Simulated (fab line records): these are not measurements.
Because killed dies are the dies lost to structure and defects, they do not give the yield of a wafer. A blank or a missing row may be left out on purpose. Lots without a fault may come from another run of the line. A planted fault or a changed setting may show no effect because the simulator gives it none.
fab line records :: flow sky130
record:
  lots: 6
  wafers: 18
  lastDay: 50
route steps=708 shown METAL1@457 VIA1@458
lots untouched by any fault: they come from a run of this same line in which no faults occurred
startH: hours from the record's opening day to when the first of the lot's shown wafers began :: waitH: hours from the lot's prior step to this one :: " identical to the entry in the row above :: L1.1+2: several wafers, shown together as one row :: - either no value or no given start :: * or withheld: withheld :: < > ~ a bound
route shown NAME@n: a module of which the file shows steps, and the number in the route of the first :: usual: mean/standard deviation taken from wafers without a fault :: same: alike in all rows :: chamber/n: place in a boat :: sites: readings site by site :: _std_site: the standard deviation of these :: _edge_site: outer sites' mean less inner sites' :: radiusMm: for every site, how far away it sits from the centre of the wafer :: mask NAME#n: copy n :: behind: the last tool/chamber to shape the wafer :: hold: reason for holding the lot/hours on hold/outcome of the hold :: device: transistor that didn't switch, given as n, p or np :: end of line: tests of these same wafers at the route's end :: where a step has no rows: the recipe by itself :: killed: at the first sort, the dies lost to defects and structure; wafer yield is something else :: map: per-die view of a wafer (x killed, . not killed, _ where there is no die)
set.NAME: the setting that was run; set.NAME@STEP: the one run at that earlier step :: model.NAME: the simulator's own value behind a step, which no gauge read
lots at some steps of the route; a table a step, a row a wafer
services: from which hour (startH, from the record's first day; less than 0 if before it) a tool's chamber was out of use, for how many hours, and why
== steps ==
step: SKY_METAL1_CLEAN_23
recipe:
  chemistry: O3/DIW
  dry: n2Spin
step: SKY_VIA1_HDPCVD_00
recipe:
  material: SiO2
  targetThkNm: 1030
  sigmaOpenFrac: 0.3
  timeS: 171.7
  tempC: 400
  sih4FlowSccm: 60
  pressureMtorr: 6
step: SKY_VIA1_THK_MEAS_01
recipe:
  reads: SiO2_of_VIA1_HDPCVD_00
usual:
  VIA1_HDPCVD_THK: 1032/9.6
lot.wafer: L782.2
tool: filmMetro-02
chamber: -
startH: 811.96
waitH: 0.1
VIA1_HDPCVD_THK[nm]: 1029

lot.wafer: L782.4
tool: filmMetro-02
chamber: -
startH: 811.96
waitH: 0.1
VIA1_HDPCVD_THK[nm]: 1032

lot.wafer: L782.5
tool: filmMetro-02
chamber: -
startH: 811.96
waitH: 0.1
VIA1_HDPCVD_THK[nm]: 1024

lot.wafer: L787.2
tool: filmMetro-04
chamber: -
startH: 848.62
waitH: 0.1
VIA1_HDPCVD_THK[nm]: 1019

lot.wafer: L787.3
tool: filmMetro-04
chamber: -
startH: 848.62
waitH: 0.1
VIA1_HDPCVD_THK[nm]: 1042

lot.wafer: L787.5
tool: filmMetro-04
chamber: -
startH: 848.62
waitH: 0.1
VIA1_HDPCVD_THK[nm]: 1032

lot.wafer: L786.1
tool: filmMetro-04
chamber: -
startH: 849.56
waitH: 0.1
VIA1_HDPCVD_THK[nm]: 1034

lot.wafer: L786.3
tool: filmMetro-04
chamber: -
startH: 849.56
waitH: 0.1
VIA1_HDPCVD_THK[nm]: 1024

lot.wafer: L786.4
tool: filmMetro-04
chamber: -
startH: 849.56
waitH: 0.1
VIA1_HDPCVD_THK[nm]: 1036

lot.wafer: L794.2
tool: filmMetro-02
chamber: -
startH: 903.42
waitH: 0.1
VIA1_HDPCVD_THK[nm]: 1027

lot.wafer: L794.4
tool: filmMetro-02
chamber: -
startH: 903.42
waitH: 0.1
VIA1_HDPCVD_THK[nm]: 1031

lot.wafer: L794.6
tool: filmMetro-02
chamber: -
startH: 903.42
waitH: 0.1
VIA1_HDPCVD_THK[nm]: 1029

lot.wafer: L798.2
tool: filmMetro-02
chamber: -
startH: 950.40
waitH: 0.1
VIA1_HDPCVD_THK[nm]: 1035

lot.wafer: L798.5
tool: filmMetro-02
chamber: -
startH: 950.40
waitH: 0.1
VIA1_HDPCVD_THK[nm]: 1032

lot.wafer: L798.6
tool: filmMetro-02
chamber: -
startH: 950.40
waitH: 0.1
VIA1_HDPCVD_THK[nm]: 1023

lot.wafer: L799.1
tool: filmMetro-02
chamber: -
startH: 951.12
waitH: 0.1
VIA1_HDPCVD_THK[nm]: 1040

lot.wafer: L799.3
tool: filmMetro-02
chamber: -
startH: 951.12
waitH: 0.1
VIA1_HDPCVD_THK[nm]: 1038

lot.wafer: L799.6
tool: filmMetro-02
chamber: -
startH: 951.12
waitH: 0.1
VIA1_HDPCVD_THK[nm]: 1021
step: SKY_VIA1_CMP_02
recipe:
  material: SiO2
  downForcePsi: 4
  platenRpm: 60
  padVelocityMS: 0.94248
usual:
  motorCurrentA: 11.8/1
  slurryFilterDpKPa: 13.50/0.15
lot.wafer: L782.4
tool: cmp-02
chamber: 1
startH: 812.01
waitH: 0.0
motorCurrentA: 13.0
slurryFilterDpKPa: 13.36

lot.wafer: L782.2
tool: cmp-02
chamber: 0
startH: 812.01
waitH: 0.0
motorCurrentA: 13.5
slurryFilterDpKPa: 13.41

lot.wafer: L782.5
tool: cmp-02
chamber: 2
startH: 812.01
waitH: 0.0
motorCurrentA: 12.8
slurryFilterDpKPa: 13.20

lot.wafer: L787.3
tool: cmp-02
chamber: 1
startH: 848.67
waitH: 0.0
motorCurrentA: 13.2
slurryFilterDpKPa: 13.53

lot.wafer: L787.2
tool: cmp-02
chamber: 3
startH: 848.67
waitH: 0.0
motorCurrentA: 10.1
slurryFilterDpKPa: 13.66

lot.wafer: L787.5
tool: cmp-02
chamber: 1
startH: 848.67
waitH: 0.0
motorCurrentA: 13.1
slurryFilterDpKPa: 13.48

lot.wafer: L786.3
tool: cmp-02
chamber: 2
startH: 849.62
waitH: 0.0
motorCurrentA: 11.9
slurryFilterDpKPa: 13.69

lot.wafer: L786.4
tool: cmp-02
chamber: 3
startH: 849.62
waitH: 0.0
motorCurrentA: 9.9
slurryFilterDpKPa: 13.51

lot.wafer: L786.1
tool: cmp-02
chamber: 0
startH: 849.62
waitH: 0.0
motorCurrentA: 13.1
slurryFilterDpKPa: 13.63

lot.wafer: L794.4
tool: cmp-02
chamber: 0
startH: 903.57
waitH: 0.1
motorCurrentA: 12.7
slurryFilterDpKPa: 13.60

lot.wafer: L794.2
tool: cmp-02
chamber: 1
startH: 903.57
waitH: 0.1
motorCurrentA: 12.9
slurryFilterDpKPa: 13.78

lot.wafer: L794.6
tool: cmp-02
chamber: 3
startH: 903.57
waitH: 0.1
motorCurrentA: 9.4
slurryFilterDpKPa: 13.44

lot.wafer: L798.2
tool: cmp-02
chamber: 2
startH: 950.60
waitH: 0.2
motorCurrentA: 12.2
slurryFilterDpKPa: 13.55

lot.wafer: L798.5
tool: cmp-02
chamber: 3
startH: 950.60
waitH: 0.2
motorCurrentA: 10.2
slurryFilterDpKPa: 13.58

lot.wafer: L798.6
tool: cmp-02
chamber: 0
startH: 950.60
waitH: 0.2
motorCurrentA: 13.2
slurryFilterDpKPa: 13.59

lot.wafer: L799.3
tool: cmp-02
chamber: 3
startH: 951.18
waitH: 0.0
motorCurrentA: 10.0
slurryFilterDpKPa: 13.55

lot.wafer: L799.1
tool: cmp-02
chamber: 0
startH: 951.18
waitH: 0.0
motorCurrentA: 14.1
slurryFilterDpKPa: 13.63

lot.wafer: L799.6
tool: cmp-02
chamber: 0
startH: 951.18
waitH: 0.0
motorCurrentA: 13.2
slurryFilterDpKPa: 13.26
step: SKY_VIA1_BOW_MEAS_03
recipe:
  mode: bow
usual:
  VIA1_BOW: 82/7.4
lot.wafer: L782.2
tool: filmMetro-02
chamber: -
startH: 812.33
waitH: 0.1
VIA1_BOW[um]: 80

lot.wafer: L782.4
tool: filmMetro-02
chamber: -
startH: 812.33
waitH: 0.1
VIA1_BOW[um]: 84

lot.wafer: L782.5
tool: filmMetro-02
chamber: -
startH: 812.33
waitH: 0.1
VIA1_BOW[um]: 77

lot.wafer: L787.2
tool: filmMetro-04
chamber: -
startH: 848.99
waitH: 0.2
VIA1_BOW[um]: 83

lot.wafer: L787.3
tool: filmMetro-04
chamber: -
startH: 848.99
waitH: 0.2
VIA1_BOW[um]: 84

lot.wafer: L787.5
tool: filmMetro-04
chamber: -
startH: 848.99
waitH: 0.2
VIA1_BOW[um]: 82

lot.wafer: L786.1
tool: filmMetro-02
chamber: -
startH: 849.92
waitH: 0.1
VIA1_BOW[um]: 80

lot.wafer: L786.3
tool: filmMetro-02
chamber: -
startH: 849.92
waitH: 0.1
VIA1_BOW[um]: 73

lot.wafer: L786.4
tool: filmMetro-02
chamber: -
startH: 849.92
waitH: 0.1
VIA1_BOW[um]: 77

lot.wafer: L794.2
tool: filmMetro-03
chamber: -
startH: 903.79
waitH: 0.1
VIA1_BOW[um]: 78

lot.wafer: L794.4
tool: filmMetro-03
chamber: -
startH: 903.79
waitH: 0.1
VIA1_BOW[um]: 82

lot.wafer: L794.6
tool: filmMetro-03
chamber: -
startH: 903.79
waitH: 0.1
VIA1_BOW[um]: 78

lot.wafer: L798.2
tool: filmMetro-04
chamber: -
startH: 950.77
waitH: 0.1
VIA1_BOW[um]: 76

lot.wafer: L798.5
tool: filmMetro-04
chamber: -
startH: 950.77
waitH: 0.1
VIA1_BOW[um]: 77

lot.wafer: L798.6
tool: filmMetro-04
chamber: -
startH: 950.77
waitH: 0.1
VIA1_BOW[um]: 63

lot.wafer: L799.1
tool: filmMetro-02
chamber: -
startH: 951.48
waitH: 0.2
VIA1_BOW[um]: 86

lot.wafer: L799.3
tool: filmMetro-02
chamber: -
startH: 951.48
waitH: 0.2
VIA1_BOW[um]: 86

lot.wafer: L799.6
tool: filmMetro-02
chamber: -
startH: 951.48
waitH: 0.2
VIA1_BOW[um]: 76
step: SKY_VIA1_DEHYDRATE_04
recipe:
  tempC: 200
  timeS: 60
step: SKY_VIA1_HMDS_05
recipe:
  primeTimeS: 60
  primeTempC: 120
step: SKY_VIA1_COAT_06
recipe:
  resist: BARC
  tempC: withheld
  timeS: withheld
  spinRpm: 3000
  resistThkNm: 60
step: SKY_VIA1_COAT_07
recipe:
  resist: KrF-thick
  spinRpm: 3000
  resistThkNm: 450
step: SKY_VIA1_SOFTBAKE_08
recipe:
  tempC: 100
  timeS: 90
  resist: KrF-thick
step: SKY_VIA1_EXPOSE_09
recipe:
  maskId: VIM
  na: 0.8
  sourceShape: annular
  sigmaInner: 0.55
  sigmaOuter: 0.85
  targetCdNm: 150
  doseMj: 38
step: SKY_VIA1_PEB_10
recipe:
  pebTempC: withheld
  pebTimeS: withheld
  resist: KrF-thick
step: SKY_VIA1_DEVELOP_11
recipe:
  developTimeS: 60
  resist: KrF-thick
  devTempC: 21
usual:
  chillPlateTempC: 23.02/0.1
  developTimeS: 60/0
lot.wafer: L782.2
tool: lithoTrack-03
chamber: 0
startH: 839
waitH: -
chillPlateTempC: 23.03
developTimeS: 60
model.KrF-thick_of_VIA1_COAT_07.thkNm: 433.1

lot.wafer: L782.4
tool: lithoTrack-03
chamber: 0
startH: 839
waitH: -
chillPlateTempC: 23.15
developTimeS: 60
model.KrF-thick_of_VIA1_COAT_07.thkNm: 434.2

lot.wafer: L782.5
tool: lithoTrack-03
chamber: 0
startH: 839
waitH: -
chillPlateTempC: 23.17
developTimeS: 60
model.KrF-thick_of_VIA1_COAT_07.thkNm: 434.5

lot.wafer: L787.2
tool: lithoTrack-02
chamber: -
startH: 875
waitH: -
chillPlateTempC: -
developTimeS: -
model.KrF-thick_of_VIA1_COAT_07.thkNm: 446.7

lot.wafer: L787.3
tool: lithoTrack-02
chamber: -
startH: 875
waitH: -
chillPlateTempC: -
developTimeS: -
model.KrF-thick_of_VIA1_COAT_07.thkNm: 448.4

lot.wafer: L787.5
tool: lithoTrack-02
chamber: -
startH: 875
waitH: -
chillPlateTempC: -
developTimeS: -
model.KrF-thick_of_VIA1_COAT_07.thkNm: 448.3

lot.wafer: L786.1
tool: lithoTrack-03
chamber: -
startH: 875
waitH: -
chillPlateTempC: -
developTimeS: -
model.KrF-thick_of_VIA1_COAT_07.thkNm: 450.8

lot.wafer: L786.3
tool: lithoTrack-03
chamber: -
startH: 875
waitH: -
chillPlateTempC: -
developTimeS: -
model.KrF-thick_of_VIA1_COAT_07.thkNm: 451.1

lot.wafer: L786.4
tool: lithoTrack-03
chamber: -
startH: 875
waitH: -
chillPlateTempC: -
developTimeS: -
model.KrF-thick_of_VIA1_COAT_07.thkNm: 450.5

lot.wafer: L794.2
tool: lithoTrack-02
chamber: 0
startH: 928
waitH: -
chillPlateTempC: 22.96
developTimeS: 60
model.KrF-thick_of_VIA1_COAT_07.thkNm: 437

lot.wafer: L794.4
tool: lithoTrack-02
chamber: 0
startH: 928
waitH: -
chillPlateTempC: 23.02
developTimeS: 60
model.KrF-thick_of_VIA1_COAT_07.thkNm: 437.6

lot.wafer: L794.6
tool: lithoTrack-02
chamber: 0
startH: 928
waitH: -
chillPlateTempC: 23.02
developTimeS: 60
model.KrF-thick_of_VIA1_COAT_07.thkNm: 437.8

lot.wafer: L798.2
tool: lithoTrack-03
chamber: 0
startH: 974
waitH: -
chillPlateTempC: 23.11
developTimeS: 60
model.KrF-thick_of_VIA1_COAT_07.thkNm: 436.3

lot.wafer: L798.5
tool: lithoTrack-03
chamber: 0
startH: 974
waitH: -
chillPlateTempC: 23.19
developTimeS: 60
model.KrF-thick_of_VIA1_COAT_07.thkNm: 435.3

lot.wafer: L798.6
tool: lithoTrack-03
chamber: 0
startH: 974
waitH: -
chillPlateTempC: 23.05
developTimeS: 60
model.KrF-thick_of_VIA1_COAT_07.thkNm: 435.4

lot.wafer: L799.1
tool: lithoTrack-01
chamber: 0
startH: 975
waitH: -
chillPlateTempC: 22.96
developTimeS: 60
model.KrF-thick_of_VIA1_COAT_07.thkNm: 436

lot.wafer: L799.3
tool: lithoTrack-01
chamber: 0
startH: 975
waitH: -
chillPlateTempC: 22.89
developTimeS: 60
model.KrF-thick_of_VIA1_COAT_07.thkNm: 435.4

lot.wafer: L799.6
tool: lithoTrack-01
chamber: 0
startH: 975
waitH: -
chillPlateTempC: 23.00
developTimeS: 60
model.KrF-thick_of_VIA1_COAT_07.thkNm: 437.4
step: SKY_VIA1_CD_MEAS_12
recipe:
  targetCdNm: 150
usual:
  cdNm: 149.8/1.8
lot.wafer: L782.2
tool: cdSem-01
chamber: -
startH: 839.26
waitH: -
cdNm: 147.8

lot.wafer: L782.4
tool: cdSem-01
chamber: -
startH: 839.26
waitH: -
cdNm: 148.7

lot.wafer: L782.5
tool: cdSem-01
chamber: -
startH: 839.26
waitH: -
cdNm: 148.3

lot.wafer: L787.2
tool: cdSem-01
chamber: -
startH: 875.24
waitH: -
cdNm: -

lot.wafer: L787.3
tool: cdSem-01
chamber: -
startH: 875.24
waitH: -
cdNm: -

lot.wafer: L787.5
tool: cdSem-01
chamber: -
startH: 875.24
waitH: -
cdNm: -

lot.wafer: L786.1
tool: cdSem-02
chamber: -
startH: 875.69
waitH: -
cdNm: -

lot.wafer: L786.3
tool: cdSem-02
chamber: -
startH: 875.69
waitH: -
cdNm: -

lot.wafer: L786.4
tool: cdSem-02
chamber: -
startH: 875.69
waitH: -
cdNm: -

lot.wafer: L794.2
tool: cdSem-01
chamber: -
startH: 928.59
waitH: -
cdNm: 148.0

lot.wafer: L794.4
tool: cdSem-01
chamber: -
startH: 928.59
waitH: -
cdNm: 146.1

lot.wafer: L794.6
tool: cdSem-01
chamber: -
startH: 928.59
waitH: -
cdNm: 148.1

lot.wafer: L798.2
tool: cdSem-01
chamber: -
startH: 974.61
waitH: -
cdNm: 151.1

lot.wafer: L798.5
tool: cdSem-01
chamber: -
startH: 974.61
waitH: -
cdNm: 151.6

lot.wafer: L798.6
tool: cdSem-01
chamber: -
startH: 974.61
waitH: -
cdNm: 149.2

lot.wafer: L799.1
tool: cdSem-02
chamber: -
startH: 975.52
waitH: -
cdNm: 151.8

lot.wafer: L799.3
tool: cdSem-02
chamber: -
startH: 975.52
waitH: -
cdNm: 150.5

lot.wafer: L799.6
tool: cdSem-02
chamber: -
startH: 975.52
waitH: -
cdNm: 151.4
== services ==
tool: cmp-02
chamber: -
startH: 844.74
hours: 3.4
kind: pm

tool: cmp-02
chamber: -
startH: 852.67
hours: 2.3
kind: repair

tool: cmp-02
chamber: -
startH: 861.98
hours: 1.3
kind: repair

tool: cmp-02
chamber: -
startH: 912.14
hours: 4.0
kind: pm

tool: cmp-02
chamber: -
startH: 916.14
hours: -
kind: consumableReplace:conditioner

tool: cmp-02
chamber: -
startH: 916.14
hours: -
kind: consumableReplace:pad

tool: cmp-02
chamber: -
startH: 973.11
hours: 12.0
kind: pm
== key ==
firstSign:
  step: SKY_VIA1_DEVELOP_11
  reading: toolRecord
  direction: missing
effect none on later readings
modelEffect:
  step: SKY_VIA1_DEVELOP_11
  value: KrF-thick_of_VIA1_COAT_07.thkNm
  without: 435.2
  struck: 449.3
metAt SKY_VIA1_DEVELOP_11
struckWafers L786.1,L786.3,L786.4,L787.2,L787.3,L787.5
laterRowsLeftOut L786.1,L786.3,L786.4,L787.2,L787.3,L787.5
sortLeftOut L786.1,L786.3,L786.4,L787.2,L787.3,L787.5
onsetBetween 839 875
fault:
  kind: skippedStepWhole
  tool: lithoTrack-02,lithoTrack-03
  chamber: -
  onsetH: 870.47
  steps: SKY_VIA1_DEVELOP_11
  scope: struckLotsOnly
sortLeftOut: the simulated sort isn't trusted on such a fault, so these wafers' sort isn't shown, and their yield isn't known
laterRowsLeftOut: the simulator's readings of these wafers behind a module that went badly wrong aren't trusted and aren't shown, but for the sort
